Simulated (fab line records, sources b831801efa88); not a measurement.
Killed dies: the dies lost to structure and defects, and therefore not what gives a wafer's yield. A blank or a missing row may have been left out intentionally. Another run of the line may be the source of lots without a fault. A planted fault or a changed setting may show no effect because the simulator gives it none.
Problem report in the 8D (eight disciplines) form, filled by code    flow gf180mcu    the parts of the form that need people (team, actions taken, sign-off) are left out

## 1. PROBLEM STATEMENT
VT_IMPLANT_3_TW at GF_VT_IMPLANT_TW_MEAS_32 reads a mean of 248.5 on 6 wafers of 2 lots; wafers without a fault read 268.3 with a standard deviation of 2.8. Relative to the usual mean, that is a shift of -7.1 standard deviations.
Seen first at day 11 19:50 on film metro-04, wafer L764.2. The record holds 39 wafers of 13 lots with a number at this step. By rule, "out" or "out of limits" means more than 4 standard deviations away from the usual mean. Any other wafer with a number is counted as sound.

## 2. WHAT IT IS AND WHAT IT IS NOT
question                     is                            is not
which readings at this step  VT_IMPLANT_3_TW               -
which lots                   L764, L765                    L746, L747, L748, L750, L751, L753, L754, L757, L758, L763, L767
which wafers of those lots   all that have a number        -
read on which gauges         film metro-02, film metro-04  film metro-01
when                         from day 11 19:50             up to then (30 sound wafers); but 3 sound wafers of L767 came after

## 3. SUSPECTS, AND WHAT RULES EACH OUT
Counting: a tool at any process step up to the reading remains a suspect when it ran all the lots that are out and ran no sound lot after the first of those.
- ruled out: the gauge at GF_VT_IMPLANT_TW_MEAS_32. 2 gauges (film metro-02, film metro-04) read the wafers that are out.
- implanter-04 at GF_VT_IMPLANT_IMPLANT_30: kept. It ran every lot that is out, first L764 (day 11 19:37), and no sound lot after that; its last sound lot up to then is L758 (day 10 00:56). Out on those wafers are its own readings of dose ions cm2, faraday current uA.
After counting, what remains is implanter-04 at GF_VT_IMPLANT_IMPLANT_30.

## 4. THE CAUSE (what the simulator had put in)
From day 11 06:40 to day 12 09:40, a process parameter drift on implanter-04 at GF_VT_IMPLANT_IMPLANT_30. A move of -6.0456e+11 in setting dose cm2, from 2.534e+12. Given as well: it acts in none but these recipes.
After counting, this tool was the only one left.

## 5. SEQUENCE OF EFFECTS, ordered by route
One row per reading whose mean, taken over the struck wafers that have a number, lies over 3 standard deviations from the usual. Only readings for which the record gives a usual standard deviation are gone through. hours: the time from each lot's start at the first step in this table that gives one to its start at this step, as a median over the lots. sigmas: the change in usual standard deviations.
hours  step                      reading             usual       on struck wafers  change       sigmas
0      GF_VT_IMPLANT_IMPLANT_30  dose ions cm2       2.5344e+12  1.9300e+12        -6.0443e+11  -99 or more
0      GF_VT_IMPLANT_IMPLANT_30  faraday current uA  14.27       10.87             -3.40        -12
0      GF_VT_IMPLANT_TW_MEAS_32  VT_IMPLANT_3_TW     268.3       248.5             -19.8        -7.1
Here are the process steps it includes:
- GF_VT_IMPLANT_IMPLANT_30
At these later measuring or inspecting steps, every struck wafer for which the step has a row has a number for every such reading, and none has moved that far: GF_SAB_OVL_MEAS_10, GF_CONTACT_THK_MEAS_03.

## 6. WHAT WOULD HAVE CAUGHT IT SOONER
In this record the first reading out of limits at a measuring or inspecting step was taken at day 11 19:50, 13 hours after the fault began at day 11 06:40.
Tool's own readings at GF_VT_IMPLANT_IMPLANT_30, dose ions cm2, faraday current uA: out on all struck wafers the step has rows for; an alarm limit on them would have tripped on the first.
L765, from the lots that are out (2), started GF_VT_IMPLANT_IMPLANT_30 on implanter-04 later than day 11 19:50. It would have been spared by a hold on the tool at that moment.
